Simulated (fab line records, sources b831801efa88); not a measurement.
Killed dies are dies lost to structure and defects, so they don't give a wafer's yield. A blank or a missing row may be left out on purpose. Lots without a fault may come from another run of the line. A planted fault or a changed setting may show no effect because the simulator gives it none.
fab line records | flow sky130
record lots=5 wafers=15 last_day=50
route steps=708 shown LDD_HVN@271 LDD_HVP@278 LDD_LDN@289
lots that met no fault: from a run of the same line without faults
start_h: hours from the record's first day to the start of the lot's first wafer shown | wait_h: hours since the lot's step before | " the same as in the row above | L1.1+2: a row that stands for several wafers | - no value, or no start given | * or withheld: withheld | < > ~ a bound
route shown NAME@n: a module of which the file shows steps, and the number in the route of the first | usual: mean/standard deviation of fault-free wafers | same: alike in all rows | chamber/n: place in a boat | sites: the reading at each site | _std_site: their standard deviation | _edge_site: outer sites' mean less inner sites' | radius_mm: how far each site lies from the wafer's centre | mask NAME#n: copy n | behind: the tool/chamber that last shaped the wafer | hold: why the lot was held/for how many hours/how that ended | device: the transistor (n, p or np) that didn't switch | end of line: the same wafers' tests at the end of the route | a step without rows: its recipe alone | killed: dies lost to structure and defects at the first sort, not the wafer's yield | map: a wafer's dies, x killed, . not, _ none there
set.NAME: the setting as run; set.NAME@STEP: as run at that earlier step | model.NAME: the simulator's own value behind a step, which no gauge read
lots at some steps of the route; a table a step, a row a wafer
services: from which hour (start_h, from the record's first day; less than 0 if before it) a tool's chamber was out of use, for how many hours, and why
## steps
# step SKY_LDD_HVN_EXPOSE_04
# recipe mask_id=HVNTM na=0.6 source_shape=conventional sigma_outer=0.6 polarization=unpolarized target_cd_nm=700 dose_mj=127
# columns lot.wafer tool chamber start_h wait_h mask
L076.1+4+6 iline_stepper-02 0 - - HVNTM#0
L085.1+4+6 iline_stepper-02 0 - - HVNTM#0
L090.1+2+5 iline_stepper-01 0 - - HVNTM#0
L094.1+2+6 iline_stepper-02 0 - - HVNTM#0
L093.1+2+4 iline_stepper-01 0 - - HVNTM#0
# step SKY_LDD_HVN_PEB_05
# recipe temp_c=withheld time_s=* resist=NOVOLAK
# usual chill_plate_temp_C=*
# same time_s=*
# columns lot.wafer tool chamber start_h wait_h chill_plate_temp_C
L076.1 litho_track-04 0 - - *
L076.4 " 0 " " *
L076.6 " 0 " " *
L085.1 litho_track-03 0 - - *
L085.4 " 0 " " *
L085.6 " 0 " " *
L090.1 litho_track-04 0 - - *
L090.2 " 0 " " *
L090.5 " 0 " " *
L094.1 litho_track-04 0 - - *
L094.2 " 0 " " *
L094.6 " 0 " " *
L093.1 litho_track-04 0 - - *
L093.2 " 0 " " *
L093.4 " 0 " " *
# step SKY_LDD_HVN_DEVELOP_06
# recipe resist=NOVOLAK developer=TMAH develop_time_s=60 dev_temp_c=23
# usual chill_plate_temp_C=23.00/0.11
# columns lot.wafer tool chamber start_h wait_h chill_plate_temp_C
L076.1 litho_track-04 0 495.79 0.1 22.80
L076.4 " 0 " " 22.93
L076.6 " 0 " " 23.01
L085.1 litho_track-03 0 574.77 0.1 22.94
L085.4 " 0 " " 22.98
L085.6 " 0 " " 23.05
L090.1 litho_track-04 0 614.34 0.1 22.86
L090.2 " 0 " " 22.87
L090.5 " 0 " " 22.84
L094.1 litho_track-04 0 637.04 0.1 22.99
L094.2 " 0 " " 23.10
L094.6 " 0 " " 22.97
L093.1 litho_track-04 0 637.34 0.1 23.03
L093.2 " 0 " " 23.06
L093.4 " 0 " " 23.15
# step SKY_LDD_HVN_OVL_MEAS_07
# usual LDD_HVN_OVL=-0.1/1.1
# columns lot.wafer tool chamber start_h wait_h LDD_HVN_OVL[nm]
L076.1 overlay-02 - 495.94 0.1 0.0
L076.4 " - " " -0.7
L076.6 " - " " -0.1
L085.1 overlay-02 - 574.92 0.1 2.4
L085.4 " - " " 0.3
L085.6 " - " " 0.5
L090.1 overlay-02 - 614.49 0.1 -0.7
L090.2 " - " " -0.4
L090.5 " - " " -0.2
L094.1 overlay-02 - 637.19 0.1 0.7
L094.2 " - " " 0.2
L094.6 " - " " 0.4
L093.1 overlay-02 - 637.49 0.1 -1.1
L093.2 " - " " -0.7
L093.4 " - " " -0.5
# step SKY_LDD_HVN_IMPLANT_08
# recipe species=P energy_kev=59.32 dose_cm2=3e+13 tilt_deg=40
# columns lot.wafer tool chamber start_h wait_h
L076.1+4+6 implanter-01 0 495.97 0.0
L085.1+4+6 implanter-03 0 574.95 0.0
L090.1+2+5 implanter-02 0 614.52 0.0
L094.1+2+6 implanter-02 0 637.22 0.0
L093.1+2+4 implanter-01 0 637.52 0.0
# step SKY_LDD_HVN_STRIP_09
# recipe chemistry=O2/N2 power_w=1400 pressure_mtorr=1500 platen_temp_c=withheld o2_flow_sccm=3000 n2_flow_sccm=300 overash_fraction=0.5
# usual chamber_pressure_mTorr=1500.2/1.2 drypump_motor_current_A=6.0/0.42 oes_product_au=0.408/0.0044 strip_time_to_endpoint_s=4.138/0.014
# columns lot.wafer tool chamber start_h wait_h chamber_pressure_mTorr drypump_motor_current_A oes_product_au rf_hours_counter_h strip_time_to_endpoint_s
L076.1 plasma_asher-04 0 496.12 0.1 1499.6 6.4 0.405 67 4.112
L076.4 " 0 " " 1500.2 6.4 0.398 - 4.113
L076.6 " 0 " " 1500.8 6.4 0.404 - 4.104
L085.1 plasma_asher-03 1 575.10 0.1 1499.7 5.5 0.414 85 4.153
L085.4 " 1 " " 1500.2 5.5 0.411 - 4.137
L085.6 " 0 " " 1500.7 6.6 0.412 - 4.125
L090.1 plasma_asher-03 0 614.67 0.1 1499.7 6.6 0.409 89 4.145
L090.2 " 1 " " 1499.7 5.4 0.411 89 4.137
L090.5 " 1 " " 1499.7 5.5 0.406 - 4.141
L094.1 plasma_asher-03 0 637.37 0.1 1501.3 6.6 0.410 91 4.160
L094.2 " 1 " " 1503.1 5.4 0.410 91 4.148
L094.6 " 0 " " 1499.1 6.6 0.403 - 4.138
L093.1 plasma_asher-04 0 637.67 0.1 1501.9 6.3 0.402 82 4.145
L093.2 " 1 " " 1499.6 5.8 0.413 82 4.141
L093.4 " 0 " " 1497.5 6.4 0.411 - 4.147
# step SKY_LDD_HVN_TW_MEAS_10
# usual LDD_HVN_TW=1428/19
# columns lot.wafer tool chamber start_h wait_h LDD_HVN_TW
L076.1 film_metro-03 - 496.22 0.1 1417
L076.4 " - " " 1408
L076.6 " - " " 1410
L085.1 film_metro-03 - 575.20 0.1 1415
L085.4 " - " " 1418
L085.6 " - " " 1414
L090.1 film_metro-02 - 614.77 0.1 1457
L090.2 " - " " 1451
L090.5 " - " " 1453
L094.1 film_metro-04 - 637.47 0.1 1423
L094.2 " - " " 1427
L094.6 " - " " 1424
L093.1 film_metro-02 - 637.77 0.1 1442
L093.2 " - " " 1445
L093.4 " - " " 1444
# step SKY_LDD_HVP_DEHYDRATE_00
# recipe temp_c=200 time_s=60
# usual chill_plate_temp_C=23.01/0.094
# same time_s=60
# columns lot.wafer tool chamber start_h wait_h chill_plate_temp_C
L076.1 litho_track-01 0 510.83 14.6 22.94
L076.4 " 0 " " 23.00
L076.6 " 0 " " 22.86
L085.1 litho_track-03 0 590.17 15.0 22.99
L085.4 " 0 " " 23.12
L085.6 " 0 " " 22.91
L090.1 litho_track-02 0 628.84 14.1 23.10
L090.2 " 0 " " 23.16
L090.5 " 0 " " 23.09
L094.1 litho_track-03 0 651.62 14.1 23.01
L094.2 " 0 " " 23.04
L094.6 " 0 " " 23.07
L093.1 litho_track-02 0 652.49 14.7 23.02
L093.2 " 0 " " 23.03
L093.4 " 0 " " 23.12
# step SKY_LDD_HVP_HMDS_01
# recipe prime_time_s=60 prime_temp_c=120
# usual chill_plate_temp_C=23.00/0.11
# same prime_time_s=60
# columns lot.wafer tool chamber start_h wait_h chill_plate_temp_C
L076.1 litho_track-01 0 510.98 0.1 23.11
L076.4 " 0 " " 23.03
L076.6 " 0 " " 23.10
L085.1 litho_track-03 0 590.32 0.1 22.94
L085.4 " 0 " " 22.96
L085.6 " 0 " " 22.89
L090.1 litho_track-02 0 628.99 0.1 23.04
L090.2 " 0 " " 22.78
L090.5 " 0 " " 23.02
L094.1 litho_track-03 0 651.77 0.1 23.06
L094.2 " 0 " " 22.99
L094.6 " 0 " " 22.93
L093.1 litho_track-02 0 652.64 0.1 22.81
L093.2 " 0 " " 23.13
L093.4 " 0 " " 22.98
# step SKY_LDD_HVP_COAT_02
# recipe resist=NOVOLAK spin_rpm=3000 resist_thk_nm=300
# usual chill_plate_temp_C=22.98/0.1
# columns lot.wafer tool chamber start_h wait_h chill_plate_temp_C
L076.1 litho_track-01 0 511.13 0.1 23.00
L076.4 " 0 " " 22.99
L076.6 " 0 " " 22.96
L085.1 litho_track-03 0 590.47 0.1 22.94
L085.4 " 0 " " 22.97
L085.6 " 0 " " 23.13
L090.1 litho_track-02 0 629.14 0.1 22.94
L090.2 " 0 " " 22.92
L090.5 " 0 " " 22.83
L094.1 litho_track-03 0 651.92 0.1 22.85
L094.2 " 0 " " 22.86
L094.6 " 0 " " 22.92
L093.1 litho_track-02 0 652.79 0.1 22.81
L093.2 " 0 " " 22.99
L093.4 " 0 " " 22.96
# step SKY_LDD_HVP_SOFTBAKE_03
# recipe temp_c=90 time_s=60 resist=NOVOLAK
# usual chill_plate_temp_C=23.00/0.097
# same time_s=60
# columns lot.wafer tool chamber start_h wait_h chill_plate_temp_C
L076.1 litho_track-01 0 511.28 0.1 22.82
L076.4 " 0 " " 23.07
L076.6 " 0 " " 22.96
L085.1 litho_track-03 0 590.62 0.1 23.05
L085.4 " 0 " " 22.92
L085.6 " 0 " " 23.06
L090.1 litho_track-02 0 629.29 0.1 22.95
L090.2 " 0 " " 22.87
L090.5 " 0 " " 22.87
L094.1 litho_track-03 0 652.07 0.1 22.97
L094.2 " 0 " " 23.03
L094.6 " 0 " " 23.13
L093.1 litho_track-02 0 652.94 0.1 22.91
L093.2 " 0 " " 22.98
L093.4 " 0 " " 23.13
# step SKY_LDD_HVP_EXPOSE_04
# recipe mask_id=HVPTM na=0.6 source_shape=conventional sigma_outer=0.6 polarization=unpolarized target_cd_nm=700 dose_mj=86
# columns lot.wafer tool chamber start_h wait_h mask
L076.1+4+6 iline_stepper-02 0 - - HVPTM#0
L085.1+4+6 iline_stepper-01 0 - - HVPTM#0
L090.1+2+5 iline_stepper-01 0 - - HVPTM#0
L094.1+2+6 iline_stepper-01 0 - - HVPTM#0
L093.1+2+4 iline_stepper-01 0 - - HVPTM#0
# step SKY_LDD_HVP_PEB_05
# recipe temp_c=withheld time_s=* resist=NOVOLAK
# usual chill_plate_temp_C=*
# same time_s=*
# columns lot.wafer tool chamber start_h wait_h chill_plate_temp_C
L076.1 litho_track-02 0 - - *
L076.4 " 0 " " *
L076.6 " 0 " " *
L085.1 litho_track-02 0 - - *
L085.4 " 0 " " *
L085.6 " 0 " " *
L090.1 litho_track-03 0 - - *
L090.2 " 0 " " *
L090.5 " 0 " " *
L094.1 litho_track-03 0 - - *
L094.2 " 0 " " *
L094.6 " 0 " " *
L093.1 litho_track-03 0 - - *
L093.2 " 0 " " *
L093.4 " 0 " " *
# step SKY_LDD_HVP_DEVELOP_06
# recipe resist=NOVOLAK developer=TMAH develop_time_s=60 dev_temp_c=23
# usual chill_plate_temp_C=23.00/0.11
# columns lot.wafer tool chamber start_h wait_h chill_plate_temp_C
L076.1 litho_track-02 0 526.84 0.1 22.92
L076.4 " 0 " " 23.01
L076.6 " 0 " " 23.03
L085.1 litho_track-02 0 605.14 0.1 23.10
L085.4 " 0 " " 23.03
L085.6 " 0 " " 23.05
L090.1 litho_track-03 0 643.42 0.1 23.12
L090.2 " 0 " " 23.24
L090.5 " 0 " " 23.07
L094.1 litho_track-03 0 665.87 0.1 23.09
L094.2 " 0 " " 22.95
L094.6 " 0 " " 22.88
L093.1 litho_track-03 0 666.77 0.1 22.83
L093.2 " 0 " " 22.75
L093.4 " 0 " " 22.96
# step SKY_LDD_HVP_OVL_MEAS_07
# usual LDD_HVP_OVL=-0.6/1.3
# columns lot.wafer tool chamber start_h wait_h LDD_HVP_OVL[nm]
L076.1 overlay-02 - 526.99 0.1 0.3
L076.4 " - " " -1.4
L076.6 " - " " -0.7
L085.1 overlay-02 - 605.29 0.1 1.3
L085.4 " - " " 1.0
L085.6 " - " " 1.3
L090.1 overlay-02 - 643.57 0.1 0.1
L090.2 " - " " -1.0
L090.5 " - " " 0.5
L094.1 overlay-01 - 666.02 0.1 -0.7
L094.2 " - " " -0.6
L094.6 " - " " -0.9
L093.1 overlay-01 - 666.92 0.1 -3.1
L093.2 " - " " -2.6
L093.4 " - " " -1.1
# step SKY_LDD_HVP_IMPLANT_08
# recipe species=B energy_kev=20 dose_cm2=1.7e+13 tilt_deg=17.9
# columns lot.wafer tool chamber start_h wait_h
L076.1+4+6 implanter-02 0 527.02 0.0
L085.1+4+6 implanter-02 0 605.32 0.0
L090.1+2+5 implanter-02 0 643.60 0.0
L094.1+2+6 implanter-03 0 666.05 0.0
L093.1+2+4 implanter-04 0 666.95 0.0
# step SKY_LDD_HVP_STRIP_09
# recipe chemistry=O2/N2 power_w=1400 pressure_mtorr=1500 platen_temp_c=withheld o2_flow_sccm=3000 n2_flow_sccm=300 overash_fraction=0.5
# usual chamber_pressure_mTorr=1500.1/1.3 drypump_motor_current_A=6.0/0.41 oes_product_au=0.408/0.0043 strip_time_to_endpoint_s=4.128/0.015
# columns lot.wafer tool chamber start_h wait_h chamber_pressure_mTorr drypump_motor_current_A oes_product_au rf_hours_counter_h strip_time_to_endpoint_s
L076.1 plasma_asher-03 0 527.17 0.1 1498.5 6.5 0.397 81 4.127
L076.4 " 1 " " 1500.3 5.4 0.409 - 4.142
L076.6 " 1 " " 1502.7 5.4 0.412 - 4.144
L085.1 plasma_asher-03 1 605.47 0.1 1500.3 5.4 0.409 88 4.152
L085.4 " 0 " " 1501.8 6.6 0.406 - 4.130
L085.6 " 1 " " 1497.1 5.4 0.403 - 4.135
L090.1 plasma_asher-03 1 643.75 0.1 1499.1 5.5 0.408 92 4.164
L090.2 " 0 " " 1500.9 6.6 0.405 92 4.139
L090.5 " 0 " " 1499.6 6.6 0.400 - 4.129
L094.1 plasma_asher-02 0 666.20 0.1 1497.8 6.3 0.413 55 4.144
L094.2 " 1 " " 1501.7 5.8 0.405 55 4.150
L094.6 " 1 " " 1501.1 5.8 0.404 - 4.129
L093.1 plasma_asher-02 1 667.10 0.1 1501.5 5.8 0.404 55 4.113
L093.2 " 0 " " 1497.6 6.3 0.402 55 4.117
L093.4 " 0 " " 1501.1 6.3 0.416 - 4.125
# step SKY_LDD_HVP_TW_MEAS_10
# usual LDD_HVP_TW=455/5.3
# columns lot.wafer tool chamber start_h wait_h LDD_HVP_TW
L076.1 film_metro-02 - 527.27 0.1 461
L076.4 " - " " 461
L076.6 " - " " 463
L085.1 film_metro-02 - 605.57 0.1 462
L085.4 " - " " 459
L085.6 " - " " 460
L090.1 film_metro-02 - 643.85 0.1 462
L090.2 " - " " 459
L090.5 " - " " 461
L094.1 film_metro-01 - 666.30 0.1 449
L094.2 " - " " 452
L094.6 " - " " 450
L093.1 film_metro-02 - 667.20 0.1 460
L093.2 " - " " 461
L093.4 " - " " 461
# step SKY_LDD_LDN_DEHYDRATE_00
# recipe temp_c=200 time_s=60
# usual chill_plate_temp_C=23.00/0.1
# same time_s=60
# columns lot.wafer tool chamber start_h wait_h chill_plate_temp_C
L076.1 litho_track-04 0 541.69 14.4 23.05
L076.4 " 0 " " 23.24
L076.6 " 0 " " 23.06
L085.1 litho_track-01 0 620.18 14.6 22.86
L085.4 " 0 " " 22.85
L085.6 " 0 " " 23.05
L090.1 litho_track-04 0 657.49 13.6 22.97
L090.2 " 0 " " 22.96
L090.5 " 0 " " 23.06
L094.1 litho_track-04 0 679.69 13.4 22.91
L094.2 " 0 " " 22.86
L094.6 " 0 " " 22.95
L093.1 litho_track-03 0 681.67 14.5 23.07
L093.2 " 0 " " 23.20
L093.4 " 0 " " 23.05
# step SKY_LDD_LDN_HMDS_01
# recipe prime_time_s=60 prime_temp_c=120
# usual chill_plate_temp_C=23.02/0.1
# same prime_time_s=60
# columns lot.wafer tool chamber start_h wait_h chill_plate_temp_C
L076.1 litho_track-04 0 541.84 0.1 23.01
L076.4 " 0 " " 22.98
L076.6 " 0 " " 23.13
L085.1 litho_track-01 0 620.33 0.1 23.06
L085.4 " 0 " " 23.25
L085.6 " 0 " " 23.13
L090.1 litho_track-04 0 657.64 0.1 22.90
L090.2 " 0 " " 22.98
L090.5 " 0 " " 22.83
L094.1 litho_track-04 0 679.84 0.1 23.22
L094.2 " 0 " " 23.05
L094.6 " 0 " " 23.07
L093.1 litho_track-03 0 681.82 0.1 23.02
L093.2 " 0 " " 23.06
L093.4 " 0 " " 22.92
# step SKY_LDD_LDN_COAT_02
# recipe resist=NOVOLAK spin_rpm=3000 resist_thk_nm=1140
# usual chill_plate_temp_C=23.00/0.12
# columns lot.wafer tool chamber start_h wait_h chill_plate_temp_C
L076.1 litho_track-04 0 541.99 0.1 23.22
L076.4 " 0 " " 23.12
L076.6 " 0 " " 23.21
L085.1 litho_track-01 0 620.48 0.1 23.23
L085.4 " 0 " " 23.07
L085.6 " 0 " " 23.12
L090.1 litho_track-04 0 657.79 0.1 22.99
L090.2 " 0 " " 23.02
L090.5 " 0 " " 22.99
L094.1 litho_track-04 0 679.99 0.1 22.83
L094.2 " 0 " " 22.91
L094.6 " 0 " " 22.97
L093.1 litho_track-03 0 681.97 0.1 22.95
L093.2 " 0 " " 23.02
L093.4 " 0 " " 22.91
# step SKY_LDD_LDN_SOFTBAKE_03
# recipe temp_c=90 time_s=60 resist=NOVOLAK
# usual chill_plate_temp_C=22.98/0.12
# same time_s=60
# columns lot.wafer tool chamber start_h wait_h chill_plate_temp_C
L076.1 litho_track-04 0 542.14 0.1 22.93
L076.4 " 0 " " 23.07
L076.6 " 0 " " 22.94
L085.1 litho_track-01 0 620.63 0.1 22.90
L085.4 " 0 " " 23.06
L085.6 " 0 " " 22.90
L090.1 litho_track-04 0 657.94 0.1 23.01
L090.2 " 0 " " 22.84
L090.5 " 0 " " 23.18
L094.1 litho_track-04 0 680.14 0.1 22.73
L094.2 " 0 " " 22.94
L094.6 " 0 " " 22.85
L093.1 litho_track-03 0 682.12 0.1 22.93
L093.2 " 0 " " 22.86
L093.4 " 0 " " 22.89
# step SKY_LDD_LDN_EXPOSE_04
# recipe mask_id=LDNTM na=0.6 source_shape=conventional sigma_outer=0.6 polarization=unpolarized target_cd_nm=700 dose_mj=140
# columns lot.wafer tool chamber start_h wait_h mask
L076.1+4+6 iline_stepper-02 0 - - LDNTM#0
L085.1+4+6 iline_stepper-01 0 - - LDNTM#0
L090.1+2+5 iline_stepper-01 0 - - LDNTM#0
L094.1+2+6 iline_stepper-01 0 - - LDNTM#0
L093.1+2+4 iline_stepper-02 0 - - LDNTM#0
# step SKY_LDD_LDN_PEB_05
# recipe temp_c=withheld time_s=* resist=NOVOLAK
# usual chill_plate_temp_C=*
# same time_s=*
# columns lot.wafer tool chamber start_h wait_h chill_plate_temp_C
L076.1 litho_track-03 0 - - *
L076.4 " 0 " " *
L076.6 " 0 " " *
L085.1 litho_track-04 0 - - *
L085.4 " 0 " " *
L085.6 " 0 " " *
L090.1 litho_track-04 0 - - *
L090.2 " 0 " " *
L090.5 " 0 " " *
L094.1 litho_track-01 0 - - *
L094.2 " 0 " " *
L094.6 " 0 " " *
L093.1 litho_track-03 0 - - *
L093.2 " 0 " " *
L093.4 " 0 " " *
# step SKY_LDD_LDN_DEVELOP_06
# recipe resist=NOVOLAK developer=TMAH develop_time_s=60 dev_temp_c=23
# usual chill_plate_temp_C=23.00/0.11
# columns lot.wafer tool chamber start_h wait_h chill_plate_temp_C
L076.1 litho_track-03 0 557.87 0.1 22.92
L076.4 " 0 " " 22.89
L076.6 " 0 " " 22.81
L085.1 litho_track-04 0 635.19 0.1 22.90
L085.4 " 0 " " 22.95
L085.6 " 0 " " 23.08
L090.1 litho_track-04 0 671.84 0.1 22.93
L090.2 " 0 " " 22.81
L090.5 " 0 " " 23.06
L094.1 litho_track-01 0 694.23 0.1 23.17
L094.2 " 0 " " 23.01
L094.6 " 0 " " 23.08
L093.1 litho_track-03 0 695.67 0.1 23.04
L093.2 " 0 " " 23.08
L093.4 " 0 " " 22.90
# step SKY_LDD_LDN_OVL_MEAS_07
# usual LDD_LDN_OVL=-0.3/1.4
# columns lot.wafer tool chamber start_h wait_h LDD_LDN_OVL[nm]
L076.1 overlay-01 - 558.02 0.1 -1.0
L076.4 " - " " 0.9
L076.6 " - " " 0.0
L085.1 overlay-02 - 635.34 0.1 -0.4
L085.4 " - " " -0.1
L085.6 " - " " 1.3
L090.1 overlay-02 - 671.99 0.1 2.0
L090.2 " - " " 1.9
L090.5 " - " " 1.6
L094.1 overlay-01 - 694.38 0.1 0.4
L094.2 " - " " 0.8
L094.6 " - " " -0.2
L093.1 overlay-02 - 695.82 0.1 -1.6
L093.2 " - " " -1.2
L093.4 " - " " -0.8
# step SKY_LDD_LDN_IMPLANT_08
# recipe species=As energy_kev=15 dose_cm2=1.25e+13 tilt_deg=withheld rotation_deg=23
# usual rotation_deg=23.001/0.018
# columns lot.wafer tool chamber start_h wait_h rotation_deg
L076.1 implanter-04 0 558.05 0.0 23.004
L076.4 " 0 " " 22.974
L076.6 " 0 " " 23.014
L085.1 implanter-01 0 635.45 0.1 22.966
L085.4 " 0 " " 23.025
L085.6 " 0 " " 22.997
L090.1 implanter-01 0 672.02 0.0 23.022
L090.2 " 0 " " 22.990
L090.5 " 0 " " 23.020
L094.1 implanter-04 0 694.42 0.0 23.024
L094.2 " 0 " " 23.018
L094.6 " 0 " " 23.018
L093.1 implanter-04 0 695.85 0.0 23.002
L093.2 " 0 " " 22.961
L093.4 " 0 " " 22.979
# step SKY_LDD_LDN_IMPLANT_09
# recipe species=As energy_kev=15 dose_cm2=1.25e+13 tilt_deg=withheld rotation_deg=113
# usual rotation_deg=113.00/0.027
# columns lot.wafer tool chamber start_h wait_h rotation_deg
L076.1 implanter-04 0 558.20 0.1 112.98
L076.4 " 0 " " 113.02
L076.6 " 0 " " 112.99
L085.1 implanter-01 0 635.60 0.1 113.00
L085.4 " 0 " " 113.04
L085.6 " 0 " " 113.00
L090.1 implanter-01 0 672.17 0.1 113.02
L090.2 " 0 " " 113.02
L090.5 " 0 " " 112.98
L094.1 implanter-04 0 694.57 0.1 112.97
L094.2 " 0 " " 113.01
L094.6 " 0 " " 113.03
L093.1 implanter-04 0 696.00 0.1 112.98
L093.2 " 0 " " 112.97
L093.4 " 0 " " 113.02
# step SKY_LDD_LDN_IMPLANT_10
# recipe species=As energy_kev=14.87 dose_cm2=1.25e+13 tilt_deg=withheld rotation_deg=203
# usual rotation_deg=203.00/0.04
# columns lot.wafer tool chamber start_h wait_h rotation_deg
L076.1 implanter-04 0 558.35 0.1 203.00
L076.4 " 0 " " 203.00
L076.6 " 0 " " 202.99
L085.1 implanter-01 0 635.75 0.1 202.93
L085.4 " 0 " " 202.96
L085.6 " 0 " " 202.98
L090.1 implanter-01 0 672.32 0.1 202.98
L090.2 " 0 " " 203.01
L090.5 " 0 " " 203.02
L094.1 implanter-04 0 694.72 0.1 203.02
L094.2 " 0 " " 203.07
L094.6 " 0 " " 203.06
L093.1 implanter-04 0 696.15 0.1 202.99
L093.2 " 0 " " 203.01
L093.4 " 0 " " 202.99
# step SKY_LDD_LDN_IMPLANT_11
# recipe species=As energy_kev=15 dose_cm2=1.25e+13 tilt_deg=withheld rotation_deg=293
# usual rotation_deg=293.00/0.048
# columns lot.wafer tool chamber start_h wait_h rotation_deg
L076.1 implanter-04 0 558.50 0.1 293.08
L076.4 " 0 " " 292.97
L076.6 " 0 " " 293.01
L085.1 implanter-01 0 635.90 0.1 292.98
L085.4 " 0 " " 293.07
L085.6 " 0 " " 293.04
L090.1 implanter-01 0 672.47 0.1 293.03
L090.2 " 0 " " 292.94
L090.5 " 0 " " 292.94
L094.1 implanter-04 0 694.87 0.1 293.13
L094.2 " 0 " " 293.06
L094.6 " 0 " " 293.00
L093.1 implanter-04 0 696.30 0.1 293.01
L093.2 " 0 " " 293.01
L093.4 " 0 " " 292.96
## services
# columns tool chamber start_h hours kind
iline_stepper-02 - 465.01 2.1 pm
iline_stepper-02 - 467.09 - consumable_replace:lamp
iline_stepper-01 - 491.35 4.1 repair
implanter-02 - 495.20 3.7 repair
implanter-04 - 500.05 3.3 repair
implanter-02 - 515.63 6.1 repair
implanter-01 - 515.75 3.2 pm
iline_stepper-01 - 516.40 0.8 repair
plasma_asher-03 - 541.40 10.2 repair
iline_stepper-02 - 547.25 10.9 repair
implanter-01 - 549.96 7.7 repair
iline_stepper-01 - 566.36 1.7 pm
iline_stepper-01 - 568.46 2.0 repair
implanter-04 - 573.61 6.2 pm
iline_stepper-02 - 580.85 1.7 pm
implanter-04 - 583.15 1.3 repair
implanter-02 - 592.05 7.7 pm
implanter-03 - 599.65 1.1 repair
plasma_asher-03 - 649.88 4.2 repair
implanter-03 - 666.87 18.1 pm
implanter-02 - 671.53 18.1 repair
plasma_asher-02 - 688.67 2.8 pm
## key
fault none
